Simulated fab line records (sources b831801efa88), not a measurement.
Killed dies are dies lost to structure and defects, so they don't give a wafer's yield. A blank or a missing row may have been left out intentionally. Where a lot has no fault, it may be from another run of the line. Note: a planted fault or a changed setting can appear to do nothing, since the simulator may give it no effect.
A struck lot beside a sound one / flow sky130 / 28 out of 708 route steps
Sound: these wafers, L593.3, L593.5, L593.6. Wafers L597.1, L597.4, L597.6 were the ones struck. The cause is given at the end.
Each step with rows lists, per side, the tool, then ch with its chambers, then its first start. Under that, the readings that differ: sound wafers / struck wafers / difference of the means / sigmas: that difference in standard deviations of wafers without a fault.
alike: readings whose means differ by less than 2 such deviations, and words and numbers that are the same on both sides. not compared: withheld readings, readings that some wafer has no value for, bounds like >300 that may hide the same value, and numbers for which the record gives no deviation and whose values overlap.
The two part at a step that has a row with sigmas, a row that says differs or no value, or rows on one side only. Non-overlapping numbers with no deviation appear without sigmas and do not part them. A reading missing from all wafers of one side parts the sides only when that side holds two or more wafers.

first, 1 step without rows for these wafers: SKY_VT_ADJUST_LVTN_IMPLANT_08.
SKY_VT_ADJUST_LVTN_STRIP_09: strips in O2/N2.
  sound on plasmaAsher-03 ch 0,1, day 7 18:10; struck on plasmaAsher-02 ch 0,1, day 8 17:53
reading=stripTimeToEndpointS (s); sound=36.71 36.79 36.78; struck=36.95 37.07 36.90; difference=+0.21; sigmas=+2
  alike: drypumpMotorCurrentA, oesProductAu
  not compared: rfHoursCounterH
SKY_VT_ADJUST_LVTN_TW_MEAS_10:
  sound on filmMetro-04, day 7 18:18; struck on filmMetro-03, day 8 17:59
  alike: VT_ADJUST_LVTN_TW
then, 7 steps without rows for these wafers: SKY_VT_ADJUST_LVTN_DEHYDRATE_11 (time 60 s); SKY_VT_ADJUST_LVTN_HMDS_12 (prime time 60 s); SKY_VT_ADJUST_LVTN_COAT_13 (resist thk 1140 nm); SKY_VT_ADJUST_LVTN_SOFTBAKE_14 (time 60 s); SKY_VT_ADJUST_LVTN_EXPOSE_15 (exposes mask HVN STD DERIVED, target cd 600 nm); SKY_VT_ADJUST_LVTN_PEB_16; SKY_VT_ADJUST_LVTN_DEVELOP_17 (develop time 62.06 s).
SKY_VT_ADJUST_LVTN_OVL_MEAS_18:
  sound on overlay-02, day 8 14:40; struck on overlay-02, day 9 15:48
  alike: VT_ADJUST_LVTN_01_OVL
next, for these wafers, 1 step has no rows: SKY_VT_ADJUST_LVTN_IMPLANT_19.
SKY_VT_ADJUST_LVTN_STRIP_20: strips in O2/N2.
  sound on plasmaAsher-02 ch 0,1, day 8 14:52; struck on plasmaAsher-03 ch 0,1, day 9 15:59
reading=oesProductAu (a.u.); sound=0.708 0.725 0.718; struck=0.936 0.926 0.931; difference=+0.214; sigmas=+48
reading=stripTimeToEndpointS (s); sound=14.10 14.12 14.18; struck=- - -; difference=no value on the struck wafers; sigmas=
reading=model.NOVOLAK_of_VT_ADJUST_LVTN_COAT_13.thkNm (nm); sound=0 0 0; struck=558.7 560 557.8; difference=+558.8; sigmas=
  alike: drypumpMotorCurrentA
  not compared: rfHoursCounterH
SKY_VT_ADJUST_LVTN_TW_MEAS_21:
  sound on filmMetro-03, day 8 14:58; struck on filmMetro-04, day 9 16:05
  alike: VT_ADJUST_LVTN_2_TW
then, 7 steps without rows for these wafers: SKY_VT_ADJUST_NCORE_DEHYDRATE_00 (time 60 s); SKY_VT_ADJUST_NCORE_HMDS_01 (prime time 60 s); SKY_VT_ADJUST_NCORE_COAT_02 (resist thk 1140 nm); SKY_VT_ADJUST_NCORE_SOFTBAKE_03 (time 60 s); SKY_VT_ADJUST_NCORE_EXPOSE_04 (exposes mask LVTN COMPLEMENT THIN, target cd 380 nm); SKY_VT_ADJUST_NCORE_PEB_05; SKY_VT_ADJUST_NCORE_DEVELOP_06 (develop time 60 s).
SKY_VT_ADJUST_NCORE_CD_MEAS_07 targets a cd of 380 nm.
  sound on cdSem-01, day 9 12:11; struck on cdSem-02, day 10 14:30
  alike: cdNm
SKY_VT_ADJUST_NCORE_OVL_MEAS_08:
  sound on overlay-02, day 9 12:17; struck on overlay-02, day 10 14:37
  alike: VT_ADJUST_NCORE_OVL
next, for these wafers, 1 step has no rows: SKY_VT_ADJUST_NCORE_IMPLANT_09.
SKY_VT_ADJUST_NCORE_STRIP_10: strips in O2/N2.
  sound on plasmaAsher-04 ch 0,1, day 9 12:29; struck on plasmaAsher-03 ch 0,1, day 10 14:48
reading=drypumpMotorCurrentA (A); sound=5.0 5.0 5.4; struck=5.7 6.9 6.8; difference=+1.3; sigmas=+2
reading=stripTimeToEndpointS (s); sound=14.23 14.19 14.20; struck=22.75 22.72 22.74; difference=+8.53; sigmas=+99 or more
  alike: oesProductAu
  not compared: rfHoursCounterH
SKY_VT_ADJUST_NCORE_TW_MEAS_11:
  sound on filmMetro-04, day 9 12:34; struck on filmMetro-01, day 10 14:54
reading=VT_ADJUST_NCORE_TW; sound=218 218 219; struck=30 30 30; difference=-188; sigmas=-63
then, 1 step without rows for these wafers: SKY_VT_ADJUST_HVTR_DEHYDRATE_00 (time 60 s).
-- the record jumps here: 37 days lie between the struck wafers' starts before and after (it left off in module VT_ADJUST_HVTR and takes up again in module PAD_OPEN, whose first step shown is number 708 of the route) --
SKY_PAD_OPEN_PROBE_99:
  sound on prober-02, day 46 13:26; struck on prober-02, day 47 14:44
reading=model.etest.pfet_16v.rOnOhmUm; sound=1.532e+04 1.522e+04 1.529e+04; struck=1.687e+04 1.692e+04 1.659e+04; difference=+1.517e+03; sigmas=
reading=model.etest.nfet_16v.rOnOhmUm; sound=1.384e+04 1.396e+04 1.395e+04; struck=1.257e+04 1.259e+04 1.25e+04; difference=-1.363e+03; sigmas=
reading=model.etest.pfetG5v0d10v5.rOnOhmUm; sound=4662 4684 4660; struck=6003 6189 6116; difference=+1434; sigmas=
reading=model.etest.tipP.rsOhmSq; sound=6685 6714 6766; struck=7564 7538 7542; difference=+826; sigmas=
reading=model.etest.pfet_01v8.rOnOhmUm; sound=2831 2829 2772; struck=3334 3491 3409; difference=+601; sigmas=
reading=model.etest.tip_p_5v.rsOhmSq; sound=2870 2870 2870; struck=3098 3103 3091; difference=+227; sigmas=
reading=model.etest.pfetG5v0d10v5.driveUaUm; sound=351.2 344.4 347.5; struck=248.1 239.9 239.4; difference=-105.2; sigmas=
reading=model.etest.nfet_01v8.driveUaUm; sound=508.4 505.7 503.4; struck=555.6 553.4 556.9; difference=+49.5; sigmas=

WHERE THEY PART
Last at SKY_VT_ADJUST_NCORE_TW_MEAS_11 as far as this record goes, first at SKY_VT_ADJUST_LVTN_STRIP_09.

WHY: whatever the simulator had introduced
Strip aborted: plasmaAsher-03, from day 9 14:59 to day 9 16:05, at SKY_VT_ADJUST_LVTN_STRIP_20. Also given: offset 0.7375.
